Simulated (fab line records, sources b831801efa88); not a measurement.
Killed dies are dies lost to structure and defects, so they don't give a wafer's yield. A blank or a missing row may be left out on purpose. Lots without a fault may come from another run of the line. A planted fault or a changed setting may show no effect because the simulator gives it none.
Which tool did it? | flow sky130 | 11 lots, 33 wafers sampled, at 4 steps of a route of 708

WHAT THE GAUGES READ, wafer by wafer
SKY_POLY_GATE_CD_MEAS_13: target cd 150 nm. Usual: cd_nm 149.7 nm, standard deviation 1.6.
lot  | measured     | on        | cd_nm (nm)        | flag
L542 | day 17 15:45 | cd_sem-02 | 153.1 154.3 154.1 |
L541 | day 17 18:11 | cd_sem-01 | 150.4 149.4 149.7 |
L543 | day 17 18:26 | cd_sem-01 | 150.9 151.0 151.6 |
L544 | day 17 22:04 | cd_sem-01 | 149.1 149.1 149.0 |
L546 | day 19 01:00 | cd_sem-02 | 149.5 149.6 149.7 |
L549 | day 19 09:11 | cd_sem-02 | 145.7 145.3 145.9 |
L550 | day 20 02:24 | cd_sem-02 | 152.1 150.7 152.4 |
L552 | day 20 17:36 | cd_sem-01 | 149.3 148.1 149.9 |
L553 | day 21 04:12 | cd_sem-01 | 149.8 150.4 150.1 |
L562 | day 24 10:28 | cd_sem-01 | 148.7 149.6 149.0 |
L563 | day 24 15:33 | cd_sem-01 | 149.1 150.5 150.0 |

SKY_POLY_GATE_OVL_MEAS_14. Usual: POLY_GATE_OVL 2 nm, standard deviation 5.4.
lot  | measured     | on         | POLY_GATE_OVL (nm) | flag
L542 | day 17 15:52 | overlay-01 | -2 -5 0            |
L541 | day 17 18:18 | overlay-01 | 10 -3 1            |
L543 | day 17 18:32 | overlay-01 | -4 10 7            |
L544 | day 17 22:11 | overlay-02 | 8 7 3              |
L546 | day 19 01:07 | overlay-01 | 5 -2 1             |
L549 | day 19 09:18 | overlay-01 | 3 -3 1             |
L550 | day 20 02:31 | overlay-02 | -7 4 -7            |
L552 | day 20 17:43 | overlay-02 | -5 0 2             |
L553 | day 21 04:18 | overlay-01 | 1 1 -4             |
L562 | day 24 10:35 | overlay-02 | 11 2 7             |
L563 | day 24 15:40 | overlay-01 | 9 3 9              |

WHICH TOOL RAN EACH LOT (tool, then ch and the chambers of the sampled wafers, then the start)
lot  | SKY_RES_PROTECT_COAT_02           | SKY_RES_PROTECT_STRIP_07
L542 | litho_track-03 ch 0, day 15 19:17 | plasma_asher-04 ch 0,1, day 16 09:52
L541 | litho_track-02 ch 0, day 15 19:28 | plasma_asher-04 ch 0,1, day 16 10:08
L543 | litho_track-01 ch 0, day 15 21:22 | plasma_asher-01 ch 0,1, day 16 11:23
L544 | litho_track-02 ch 0, day 15 23:53 | plasma_asher-04 ch 0,1, day 16 13:41
L546 | litho_track-01 ch 0, day 17 00:25 | plasma_asher-02 ch 1, day 17 15:29
L549 | litho_track-02 ch 0, day 17 11:01 | plasma_asher-04 ch 0,1, day 18 00:58
L550 | litho_track-03 ch 0, day 18 02:13 | plasma_asher-01 ch 0,1, day 18 18:29
L552 | litho_track-02 ch 0, day 18 19:37 | plasma_asher-04 ch 0,1, day 19 09:48
L553 | litho_track-01 ch 0, day 19 04:53 | plasma_asher-02 ch 0,1, day 19 20:17
L562 | litho_track-02 ch 0, day 22 11:26 | plasma_asher-01 ch 0,1, day 23 03:01
L563 | litho_track-02 ch 0, day 22 17:14 | plasma_asher-04 ch 0,1, day 23 08:06
- SKY_RES_PROTECT_COAT_02: resist thk 1140 nm.
- SKY_RES_PROTECT_STRIP_07: strips in O2/N2.

WHAT THE TOOLS THEMSELVES READ (means of the sampled wafers that have a number; where no wafer has one, the mark that the record gives instead)
SKY_RES_PROTECT_COAT_02. Usual: dispense_pressure_kPa 51 kPa, standard deviation 3.5.
lot  | tool           | dispense_pressure_kPa (kPa) | flag
L542 | litho_track-03 | 46                          |
L541 | litho_track-02 | 51                          |
L543 | litho_track-01 | 55                          |
L544 | litho_track-02 | 51                          |
L546 | litho_track-01 | 55                          |
L549 | litho_track-02 | 51                          |
L550 | litho_track-03 | 46                          |
L552 | litho_track-02 | 51                          |
L553 | litho_track-01 | 55                          |
L562 | litho_track-02 | 51                          |
L563 | litho_track-02 | 51                          |

SKY_RES_PROTECT_STRIP_07. Usual: chamber_pressure_mTorr 1499.9 mTorr, standard deviation 1.6; drypump_motor_current_A 5.7 A, standard deviation 0.42; n2_flow_sccm 300.0 sccm, standard deviation 0.89; oes_product_au 0.517 a.u., standard deviation 0.0048; strip_time_to_endpoint_s 23.32 s, standard deviation 0.042.
lot  | tool            | chamber_pressure_mTorr (mTorr) | drypump_motor_current_A (A) | n2_flow_sccm (sccm) | oes_product_au (a.u.) | strip_time_to_endpoint_s (s) | flag
L542 | plasma_asher-04 | 1500.5                         | 6.2                         | 300.4               | 0.514                 | 23.29                        |
L541 | plasma_asher-04 | 1498.9                         | 6.2                         | 299.4               | 0.514                 | 23.33                        |
L543 | plasma_asher-01 | 1500.7                         | 5.4                         | 299.8               | 0.520                 | 23.29                        |
L544 | plasma_asher-04 | 1498.1                         | 6.0                         | 299.9               | 0.514                 | 23.28                        |
L546 | plasma_asher-02 | 1498.6                         | 5.1                         | 300.4               | 0.512                 | 23.33                        |
L549 | plasma_asher-04 | 1499.7                         | 6.2                         | 299.8               | 0.518                 | 23.35                        |
L550 | plasma_asher-01 | 1499.6                         | 5.4                         | 299.2               | 0.520                 | 23.39                        |
L552 | plasma_asher-04 | 1501.6                         | 6.2                         | 301.2               | 0.517                 | 23.36                        |
L553 | plasma_asher-02 | 1500.2                         | 5.5                         | 301.0               | 0.517                 | 23.37                        |
L562 | plasma_asher-01 | 1499.8                         | 5.4                         | 299.5               | 0.417                 | 15.91                        | OFF
L563 | plasma_asher-04 | 1499.6                         | 6.2                         | 299.9               | 0.415                 | 15.90                        | OFF

THE ANSWER, worked out from the rows above alone
Rule: a lot is off if the mean of its wafers that have a number lies more than 3 standard deviations from the usual mean. A lot without any number at a reading at which 4 lots or more have one is off too. The other lots that the step has rows for count as sound. The gauges are gone through in route order, then the tools' own readings, and for those a lot's mean is taken as printed above. The first step at which some lot is off is used, and at that step the reading that is off furthest; a lot without a number counts as furthest.
Off: L562, L563, at SKY_RES_PROTECT_STRIP_07 (strip_time_to_endpoint_s).
A tool fits if, at that step or a process step before it, it ran every lot that is off, and no sound lot after the first of them. One fits: litho_track-02 at SKY_RES_PROTECT_COAT_02. Its last sound lot is L552 (day 18 19:37), its first lot that is off L562 (day 22 11:26): a fault that began between those two fits.

WHAT THE SIMULATOR HAD PUT IN
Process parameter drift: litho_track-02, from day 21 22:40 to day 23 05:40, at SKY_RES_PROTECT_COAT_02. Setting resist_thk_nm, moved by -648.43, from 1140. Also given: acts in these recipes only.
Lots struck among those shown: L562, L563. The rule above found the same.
